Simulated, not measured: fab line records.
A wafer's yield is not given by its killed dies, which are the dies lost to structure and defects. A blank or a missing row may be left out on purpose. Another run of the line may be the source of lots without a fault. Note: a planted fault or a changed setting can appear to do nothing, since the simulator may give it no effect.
Which tool is to blame? || flow sky130 || 13 lots, 39 wafers sampled, at 4 steps of a route of 708

WHAT EACH GAUGE READ, for each wafer
SKY_PASSIVATION_THK_MEAS_03. Usual: PASSIVATION_CVD_02_THK gives 539 nm (standard deviation 8.1).
{"lot": "L906", "measured": "day 45 00:50", "on": "film-metro-03", "PASSIVATION_CVD_02_THK (nm)": "545 560 545", "flag": ""}
{"lot": "L907", "measured": "day 45 03:09", "on": "film-metro-04", "PASSIVATION_CVD_02_THK (nm)": "531 540 540", "flag": ""}
{"lot": "L910", "measured": "day 45 16:41", "on": "film-metro-02", "PASSIVATION_CVD_02_THK (nm)": "534 530 536", "flag": ""}
{"lot": "L913", "measured": "day 46 17:40", "on": "film-metro-02", "PASSIVATION_CVD_02_THK (nm)": "525 552 540", "flag": ""}
{"lot": "L914", "measured": "day 46 19:19", "on": "film-metro-02", "PASSIVATION_CVD_02_THK (nm)": "526 523 546", "flag": ""}
{"lot": "L918", "measured": "day 47 17:11", "on": "film-metro-02", "PASSIVATION_CVD_02_THK (nm)": "542 539 552", "flag": ""}
{"lot": "L921", "measured": "day 48 16:23", "on": "film-metro-02", "PASSIVATION_CVD_02_THK (nm)": "536 539 551", "flag": ""}
{"lot": "L922", "measured": "day 49 07:55", "on": "film-metro-03", "PASSIVATION_CVD_02_THK (nm)": "532 535 540", "flag": ""}
{"lot": "L924", "measured": "day 49 18:14", "on": "film-metro-04", "PASSIVATION_CVD_02_THK (nm)": "542 548 546", "flag": ""}
{"lot": "L926", "measured": "day 49 23:46", "on": "film-metro-04", "PASSIVATION_CVD_02_THK (nm)": "545 547 545", "flag": ""}
{"lot": "L925", "measured": "day 49 23:54", "on": "film-metro-02", "PASSIVATION_CVD_02_THK (nm)": "540 533 541", "flag": ""}
{"lot": "L928", "measured": "day 50 05:11", "on": "film-metro-02", "PASSIVATION_CVD_02_THK (nm)": "537 545 536", "flag": ""}
{"lot": "L929", "measured": "day 50 07:58", "on": "film-metro-03", "PASSIVATION_CVD_02_THK (nm)": "534 545 533", "flag": ""}

EACH LOT AND THE TOOL THAT RAN IT (in order: tool; ch and the chambers of the sampled wafers; start)
{"lot": "L906", "SKY_METAL2_SPUTTER_00": "pvd-sputter-04, day 35 04:08", "SKY_VIA4_SPUTTER_17": "pvd-sputter-03, day 43 23:45", "SKY_METAL5_SPUTTER_00": "pvd-sputter-02, day 44 00:26"}
{"lot": "L907", "SKY_METAL2_SPUTTER_00": "pvd-sputter-04, day 35 07:13", "SKY_VIA4_SPUTTER_17": "pvd-sputter-02, day 44 02:25", "SKY_METAL5_SPUTTER_00": "pvd-sputter-04, day 44 03:15"}
{"lot": "L910", "SKY_METAL2_SPUTTER_00": "pvd-sputter-02, day 35 20:40", "SKY_VIA4_SPUTTER_17": "pvd-sputter-04, day 44 14:53", "SKY_METAL5_SPUTTER_00": "pvd-sputter-02, day 44 16:29"}
{"lot": "L913", "SKY_METAL2_SPUTTER_00": "pvd-sputter-02, day 37 04:07", "SKY_VIA4_SPUTTER_17": "pvd-sputter-04, day 45 18:09", "SKY_METAL5_SPUTTER_00": "pvd-sputter-02, day 45 18:55"}
{"lot": "L914", "SKY_METAL2_SPUTTER_00": "pvd-sputter-02, day 37 06:37", "SKY_VIA4_SPUTTER_17": "pvd-sputter-04, day 45 19:49", "SKY_METAL5_SPUTTER_00": "pvd-sputter-02, day 45 20:30"}
{"lot": "L918", "SKY_METAL2_SPUTTER_00": "pvd-sputter-01, day 38 08:36", "SKY_VIA4_SPUTTER_17": "pvd-sputter-02, day 46 17:48", "SKY_METAL5_SPUTTER_00": "pvd-sputter-01, day 46 18:37"}
{"lot": "L921", "SKY_METAL2_SPUTTER_00": "pvd-sputter-01, day 39 16:08", "SKY_VIA4_SPUTTER_17": "pvd-sputter-03, day 47 18:58", "SKY_METAL5_SPUTTER_00": "pvd-sputter-01, day 47 19:41"}
{"lot": "L922", "SKY_METAL2_SPUTTER_00": "pvd-sputter-01, day 40 10:03", "SKY_VIA4_SPUTTER_17": "pvd-sputter-04, day 48 10:49", "SKY_METAL5_SPUTTER_00": "pvd-sputter-02, day 48 11:40"}
{"lot": "L924", "SKY_METAL2_SPUTTER_00": "pvd-sputter-01, day 41 05:18", "SKY_VIA4_SPUTTER_17": "pvd-sputter-03, day 48 22:56", "SKY_METAL5_SPUTTER_00": "pvd-sputter-02, day 48 23:38"}
{"lot": "L926", "SKY_METAL2_SPUTTER_00": "pvd-sputter-02, day 41 09:40", "SKY_VIA4_SPUTTER_17": "pvd-sputter-04, day 49 04:43", "SKY_METAL5_SPUTTER_00": "pvd-sputter-01, day 49 05:24"}
{"lot": "L925", "SKY_METAL2_SPUTTER_00": "pvd-sputter-02, day 41 10:38", "SKY_VIA4_SPUTTER_17": "pvd-sputter-02, day 49 04:53", "SKY_METAL5_SPUTTER_00": "pvd-sputter-04, day 49 05:35"}
{"lot": "L928", "SKY_METAL2_SPUTTER_00": "pvd-sputter-04, day 41 15:32", "SKY_VIA4_SPUTTER_17": "pvd-sputter-02, day 49 09:00", "SKY_METAL5_SPUTTER_00": "pvd-sputter-01, day 49 09:42"}
{"lot": "L929", "SKY_METAL2_SPUTTER_00": "pvd-sputter-01, day 41 21:52", "SKY_VIA4_SPUTTER_17": "pvd-sputter-02, day 49 14:05", "SKY_METAL5_SPUTTER_00": "pvd-sputter-01, day 49 14:46"}
- SKY_METAL2_SPUTTER_00: material Ti, target thk 15 nm, time 10 s.
- SKY_VIA4_SPUTTER_17: material TiN, target thk 20 nm, time 80 s.
- SKY_METAL5_SPUTTER_00: material Ti, target thk 15 nm, time 10 s.

WHAT THE TOOLS THEMSELVES READ (means of the sampled wafers that have a number; where no wafer has one, the mark that the record gives instead)
SKY_METAL2_SPUTTER_00. Usual: throttle-valve-pct at 29.8 %, with a standard deviation of 0.85.
{"lot": "L906", "tool": "pvd-sputter-04", "throttle-valve-pct (%)": 30.8, "flag": ""}
{"lot": "L907", "tool": "pvd-sputter-04", "throttle-valve-pct (%)": 30.5, "flag": ""}
{"lot": "L910", "tool": "pvd-sputter-02", "throttle-valve-pct (%)": 29.9, "flag": ""}
{"lot": "L913", "tool": "pvd-sputter-02", "throttle-valve-pct (%)": 29.4, "flag": ""}
{"lot": "L914", "tool": "pvd-sputter-02", "throttle-valve-pct (%)": 29.7, "flag": ""}
{"lot": "L918", "tool": "pvd-sputter-01", "throttle-valve-pct (%)": 29.5, "flag": ""}
{"lot": "L921", "tool": "pvd-sputter-01", "throttle-valve-pct (%)": 29.2, "flag": ""}
{"lot": "L922", "tool": "pvd-sputter-01", "throttle-valve-pct (%)": 29.3, "flag": ""}
{"lot": "L924", "tool": "pvd-sputter-01", "throttle-valve-pct (%)": 30.1, "flag": ""}
{"lot": "L926", "tool": "pvd-sputter-02", "throttle-valve-pct (%)": 30.0, "flag": ""}
{"lot": "L925", "tool": "pvd-sputter-02", "throttle-valve-pct (%)": 29.6, "flag": ""}
{"lot": "L928", "tool": "pvd-sputter-04", "throttle-valve-pct (%)": 29.0, "flag": ""}
{"lot": "L929", "tool": "pvd-sputter-01", "throttle-valve-pct (%)": 30.5, "flag": ""}

SKY_VIA4_SPUTTER_17. Usual: throttle-valve-pct at 29.7 %, with a standard deviation of 0.99.
{"lot": "L906", "tool": "pvd-sputter-03", "throttle-valve-pct (%)": 29.0, "flag": ""}
{"lot": "L907", "tool": "pvd-sputter-02", "throttle-valve-pct (%)": 29.8, "flag": ""}
{"lot": "L910", "tool": "pvd-sputter-04", "throttle-valve-pct (%)": 30.2, "flag": ""}
{"lot": "L913", "tool": "pvd-sputter-04", "throttle-valve-pct (%)": 29.9, "flag": ""}
{"lot": "L914", "tool": "pvd-sputter-04", "throttle-valve-pct (%)": 30.4, "flag": ""}
{"lot": "L918", "tool": "pvd-sputter-02", "throttle-valve-pct (%)": 29.6, "flag": ""}
{"lot": "L921", "tool": "pvd-sputter-03", "throttle-valve-pct (%)": 28.8, "flag": ""}
{"lot": "L922", "tool": "pvd-sputter-04", "throttle-valve-pct (%)": 29.7, "flag": ""}
{"lot": "L924", "tool": "pvd-sputter-03", "throttle-valve-pct (%)": 30.2, "flag": ""}
{"lot": "L926", "tool": "pvd-sputter-04", "throttle-valve-pct (%)": 29.8, "flag": ""}
{"lot": "L925", "tool": "pvd-sputter-02", "throttle-valve-pct (%)": 29.7, "flag": ""}
{"lot": "L928", "tool": "pvd-sputter-02", "throttle-valve-pct (%)": 29.9, "flag": ""}
{"lot": "L929", "tool": "pvd-sputter-02", "throttle-valve-pct (%)": 29.8, "flag": ""}

SKY_METAL5_SPUTTER_00. Usual: throttle-valve-pct at 29.6 %, with a standard deviation of 0.74.
{"lot": "L906", "tool": "pvd-sputter-02", "throttle-valve-pct (%)": 29.7, "flag": ""}
{"lot": "L907", "tool": "pvd-sputter-04", "throttle-valve-pct (%)": 29.8, "flag": ""}
{"lot": "L910", "tool": "pvd-sputter-02", "throttle-valve-pct (%)": 29.5, "flag": ""}
{"lot": "L913", "tool": "pvd-sputter-02", "throttle-valve-pct (%)": 29.6, "flag": ""}
{"lot": "L914", "tool": "pvd-sputter-02", "throttle-valve-pct (%)": 29.7, "flag": ""}
{"lot": "L918", "tool": "pvd-sputter-01", "throttle-valve-pct (%)": 29.4, "flag": ""}
{"lot": "L921", "tool": "pvd-sputter-01", "throttle-valve-pct (%)": 30.6, "flag": ""}
{"lot": "L922", "tool": "pvd-sputter-02", "throttle-valve-pct (%)": 29.4, "flag": ""}
{"lot": "L924", "tool": "pvd-sputter-02", "throttle-valve-pct (%)": 29.5, "flag": ""}
{"lot": "L926", "tool": "pvd-sputter-01", "throttle-valve-pct (%)": 29.1, "flag": ""}
{"lot": "L925", "tool": "pvd-sputter-04", "throttle-valve-pct (%)": 30.1, "flag": ""}
{"lot": "L928", "tool": "pvd-sputter-01", "throttle-valve-pct (%)": 29.2, "flag": ""}
{"lot": "L929", "tool": "pvd-sputter-01", "throttle-valve-pct (%)": 29.2, "flag": ""}

THE ANSWER, worked out from the rows above alone
Rule: lot off if the mean of its wafers having a number is beyond 3 standard deviations from the usual mean. A lot without any number at a reading at which 4 lots or more have one is off too. All remaining lots with rows at the step are treated as sound. Order of review: gauges by route order, followed by the tools' own readings, for which a lot's mean as printed above is used. At the first step where some lot is off, the reading lying furthest off is the one used; lots without a number count as furthest.
No lot is off on any of the readings shown, so nothing can be concluded from this.

WHAT THE SIMULATOR HAD PUT IN
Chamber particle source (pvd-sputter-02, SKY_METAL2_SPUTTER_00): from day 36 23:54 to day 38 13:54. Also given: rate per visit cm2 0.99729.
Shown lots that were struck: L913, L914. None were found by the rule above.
